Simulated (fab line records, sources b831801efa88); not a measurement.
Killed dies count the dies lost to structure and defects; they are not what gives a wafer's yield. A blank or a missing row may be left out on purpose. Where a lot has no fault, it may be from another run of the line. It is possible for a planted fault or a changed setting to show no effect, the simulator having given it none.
Comparing a struck lot with a sound one :: flow sfqLine :: 18 steps out of a route of 325
Sound: the wafers L859.1, L859.2, L859.6. Struck: wafers L846.1, L846.3. (L846.6 of the same lot was not struck and is left out.) The cause comes at the end.
At each step with rows: each side's tool, then ch and its chambers, then its first start. Under that, the readings that differ: sound wafers :: struck wafers :: difference of the means :: sigmas: that difference in standard deviations of wafers without a fault.
alike: same words and numbers on both sides, and readings whose means sit less than 2 such deviations apart. not compared: any withheld reading, any reading some wafer has no value for, any bound like >300 that may hide the same value, and any number with overlapping values for which the record gives no deviation.
Wherever a step has rows on one side only, a row that says differs or no value, or a row with sigmas, the two part there. Non-overlapping numbers with no deviation appear without sigmas and do not part them. A reading that every wafer of one side lacks parts them only if that side has two wafers or more.

first, 1 step without rows for these wafers: SFQ_TRILAYER_M3_BARC_OPEN_METAL_ETCH_100 (etches BARC in O2, target depth 125 nm, time 41.7 s).
SFQ_TRILAYER_M3_ETCH_METAL_ETCH_078: etches Nb in Cl2/Ar, stops on SiO2, target depth 240 nm, time 120 s.
  sound on rieMetal-04 ch 0,1, day 51 08:12; struck on rieMetal-01 ch 1, day 46 19:45
reading: drypumpMotorCurrentA (A)
sound: 5.36 5.50 5.39
struck: 6.00 6.00
difference: +0.58
sigmas: +2
  alike: oesProductAu
  not compared: rfHoursCounterH
SFQ_TRILAYER_M3_STRIP_STRIP_079: strips in O2.
  sound on rieMetal-04 ch 0,1, day 51 08:20; struck on rieMetal-01 ch 1, day 46 19:52
reading: drypumpMotorCurrentA (A)
sound: 5.37 5.54 5.36
struck: 6.00 5.99
difference: +0.57
sigmas: +2
  alike: oesProductAu
  not compared: rfHoursCounterH
then, 2 steps without rows for these wafers: SFQ_TRILAYER_M3_STRIP_SOLV_CLEAN_080 (cleans in NMP, time 600 s); SFQ_TRILAYER_I3_DEP_PECVD_081 (deposits SiO2 from SiH4/N2O, time 111.11 s, target thk 500 nm).
SFQ_TRILAYER_I3_CMP_CMP_082: polishes SiO2.
  sound on cmp-02 ch 0,1, day 51 09:11; struck on cmp-02 ch 0,2, day 46 20:43
  alike: motorCurrentA, retainingRingPressureFrac, timeToEndpointS
SFQ_I3_BOW_MEAS_922:
  sound on filmMetro-02 at day 51 12:11; struck on filmMetro-02 at day 46 23:43
  alike: I3_BOW
SFQ_TRILAYER_I3_METRO_MEASURE_083:
  sound on filmMetro-02 at day 51 12:18; struck on filmMetro-02 at day 46 23:50
  alike: thkNm
then, 4 steps without rows for these wafers: SFQ_TRILAYER_I3_VIA_LITHO_COAT_090 (resist thk 62 nm); SFQ_TRILAYER_I3_VIA_LITHO_COAT_085 (resist thk 650 nm); SFQ_TRILAYER_I3_VIA_LITHO_SOFTBAKE_089; SFQ_TRILAYER_I3_VIA_LITHO_EXPOSE_086 (exposes mask I3, target cd 500 nm).
-- the record jumps here: 6 days lie between the struck wafers' starts before and after --
SFQ_TRILAYER_I3_VIA_LITHO_PEB_088: peb time 60 s.
  sound on lithoTrack-03 ch 0, day 57 02:07; struck on lithoTrack-01 ch 0, day 52 22:37
  alike: heaterPowerTotalW
then, 1 step without rows for these wafers: SFQ_TRILAYER_I3_VIA_LITHO_DEVELOP_087 (time 60 s).
SFQ_I3_OVL_MEAS_923:
  sound on overlay-02 at day 57 02:25; struck on overlay-02 at day 52 22:55
  alike: I3_OVL
SFQ_TRILAYER_I3_VIA_BARC_OPEN_VIA_ETCH_121: etches BARC in O2, target depth 125 nm, time 41.7 s.
  sound on rieDiel-02 ch 0,3, day 57 02:27; struck on rieDiel-02 ch 1,2, day 52 22:58
reading: model.I3.cdNm (nm)
sound: 498.9 498.2 499.8
struck: 524.3 522.5
difference: +24.4
sigmas: 
  alike: drypumpMotorCurrentA, oesProductAu
  not compared: rfHoursCounterH
SFQ_TRILAYER_I3_VIA_ETCH_VIA_ETCH_088: etches SiO2 in CHF3, stops on Nb, target depth 260 nm.
  sound on rieDiel-02 ch 0,3, day 57 02:29; struck on rieDiel-02 ch 1,2, day 52 23:00
reading: model.I3.cdNm (nm)
sound: 502.9 498.1 505.1
struck: 523.5 526.2
difference: +22.8
sigmas: 
  alike: drypumpMotorCurrentA, oesProductAu
SFQ_TRILAYER_I3_VIA_STRIP_STRIP_089: strips in O2.
  sound on rieMetal-03 ch 0,1, day 57 02:37; struck on rieMetal-03 ch 0,1, day 52 23:07
  alike: drypumpMotorCurrentA, oesProductAu
  not compared: rfHoursCounterH

WHERE THEY PART
First at SFQ_TRILAYER_M3_ETCH_METAL_ETCH_078; last, within this record, at SFQ_TRILAYER_M3_STRIP_STRIP_079. Later steps at which nothing parts them and some readings are alike: SFQ_TRILAYER_I3_CMP_CMP_082, SFQ_I3_BOW_MEAS_922, SFQ_TRILAYER_I3_METRO_MEASURE_083, SFQ_TRILAYER_I3_VIA_LITHO_PEB_088, SFQ_I3_OVL_MEAS_923, SFQ_TRILAYER_I3_VIA_BARC_OPEN_VIA_ETCH_121, SFQ_TRILAYER_I3_VIA_ETCH_VIA_ETCH_088, SFQ_TRILAYER_I3_VIA_STRIP_STRIP_089.

WHY: whatever the simulator had introduced
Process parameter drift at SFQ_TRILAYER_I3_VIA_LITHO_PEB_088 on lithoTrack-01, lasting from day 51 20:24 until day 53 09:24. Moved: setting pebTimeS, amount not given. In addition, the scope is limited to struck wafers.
